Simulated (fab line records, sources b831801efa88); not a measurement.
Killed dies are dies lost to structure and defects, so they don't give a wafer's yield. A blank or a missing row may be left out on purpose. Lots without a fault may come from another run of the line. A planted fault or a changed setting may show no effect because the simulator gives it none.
A struck lot beside a sound one | flow sky130 | 19 steps out of a route of 708
Sound: wafers L432.3, L432.4, L432.6. Struck: wafer L443.5. (L443.1 of the same lot was not struck and is left out.) The cause comes at the end.
At each step with rows: each side's tool, then ch and its chambers, then its first start. Under that, the readings that differ: sound wafers | struck wafers | difference of the means | sigmas: that difference in standard deviations of wafers without a fault.
alike: readings whose means differ by less than 2 such deviations, and words and numbers that are the same on both sides. not compared: withheld readings, readings that some wafer has no value for, bounds like >300 that may hide the same value, and numbers for which the record gives no deviation and whose values overlap.
The two part at a step that has a row with sigmas, a row that says differs or no value, or rows on one side only. Numbers that don't overlap but have no deviation are shown without sigmas and don't part them. A reading that every wafer of one side lacks parts them only if that side has two wafers or more.

SKY_METAL4_STRIP_19: strips in O2/N2.
  sound on plasma_asher-02 ch 0,1, day 43 21:59; struck on plasma_asher-01 ch 1, day 46 21:07
  alike: drypump_motor_current_A, oes_product_au, strip_time_to_endpoint_s
  not compared: rf_hours_counter_h
then, 4 steps without rows for these wafers: SKY_METAL4_STRIP_20 (strips in post etch residue remover, time 1200 s); SKY_METAL4_CLEAN_21 (cleans in IPA, time 180 s); SKY_METAL4_CLEAN_22 (cleans in O3/DIW); SKY_VIA4_HDPCVD_00 (deposits SiO2, target thk 1750 nm, time 291.7 s).
SKY_VIA4_THK_MEAS_01:
  sound on film_metro-04, day 43 22:44; struck on film_metro-02, day 46 21:53
  alike: VIA4_HDPCVD_THK
SKY_VIA4_CMP_02: polishes SiO2.
  sound on cmp-01 ch 0,1,2, day 43 22:47; struck on cmp-02 ch 2, day 46 22:06
  reading                    | sound             | struck | difference | sigmas
  slurry_filter_dp_kPa (kPa) | 13.25 13.38 13.34 | 13.73  | +0.41      | +3
  alike: motor_current_A
SKY_VIA4_BOW_MEAS_03:
  sound on film_metro-01, day 43 23:07; struck on film_metro-01, day 46 22:15
  alike: VIA4_BOW
then, 4 steps without rows for these wafers: SKY_VIA4_DEHYDRATE_04 (time 60 s); SKY_VIA4_HMDS_05 (prime time 60 s); SKY_VIA4_COAT_06 (resist thk 1140 nm); SKY_VIA4_SOFTBAKE_07 (time 60 s).
SKY_VIA4_EXPOSE_08: exposes mask VIM4, target cd 800 nm.
  sound on iline_stepper-01 ch 0, day 44 09:44; struck on iline_stepper-01 ch 0, day 47 08:01
  alike: mask
then, 2 steps without rows for these wafers: SKY_VIA4_PEB_09; SKY_VIA4_DEVELOP_10 (develop time 60 s).
SKY_VIA4_OVL_MEAS_11:
  sound on overlay-01, day 44 20:45; struck on overlay-01, day 47 17:52
  alike: VIA4_OVL
SKY_VIA4_ETCH_12: etches SiO2 in C4F8/O2/Ar, stops on TiN, target depth 580 nm.
  sound on rie_diel-03 ch 0,1,2, day 44 20:47; struck on rie_diel-03 ch 1, day 47 17:53
  reading               | sound             | struck | difference | sigmas
  model.VIA4.cd_nm (nm) | 800.3 802.1 801.7 | 841.2  | +39.8      |
  alike: oes_product_au
SKY_VIA4_STRIP_13: strips in O2/N2.
  sound on plasma_asher-04 ch 0,1, day 44 20:53; struck on plasma_asher-03 ch 0, day 47 17:58
  alike: drypump_motor_current_A, oes_product_au, strip_time_to_endpoint_s
  not compared: rf_hours_counter_h
-- the record jumps here: 2 days lie between the struck wafers' starts before and after (it left off in module VIA4 and takes up again in module PAD_OPEN, whose first step shown is number 708 of the route) --
SKY_PAD_OPEN_PROBE_99:
  sound on prober-01, day 47 16:16; struck on prober-02, day 50 04:19
  reading                       | sound                | struck | difference | sigmas
  sort_bin_6_memory (%)         | 5.5 5.7 5.5          | 8.7    | +3.1       | +3
  model.etest.via4_chain.rc_ohm | 0.8228 0.8031 0.8146 | 0.7449 | -0.0686    |
  alike: defect_limited_yield, killed_at_M0_to_M3, killed_at_M4_up, killed_at_contacts, killed_at_front_end, killed_at_other, killed_dies, killed_open, killed_short, sort_bin_3_pad_short, sort_bin_5_function, sort_n_pass, sort_yield_pct

WHERE THEY PART
First at SKY_VIA4_CMP_02; last, within this record, at SKY_PAD_OPEN_PROBE_99.

WHY: what the simulator had put in
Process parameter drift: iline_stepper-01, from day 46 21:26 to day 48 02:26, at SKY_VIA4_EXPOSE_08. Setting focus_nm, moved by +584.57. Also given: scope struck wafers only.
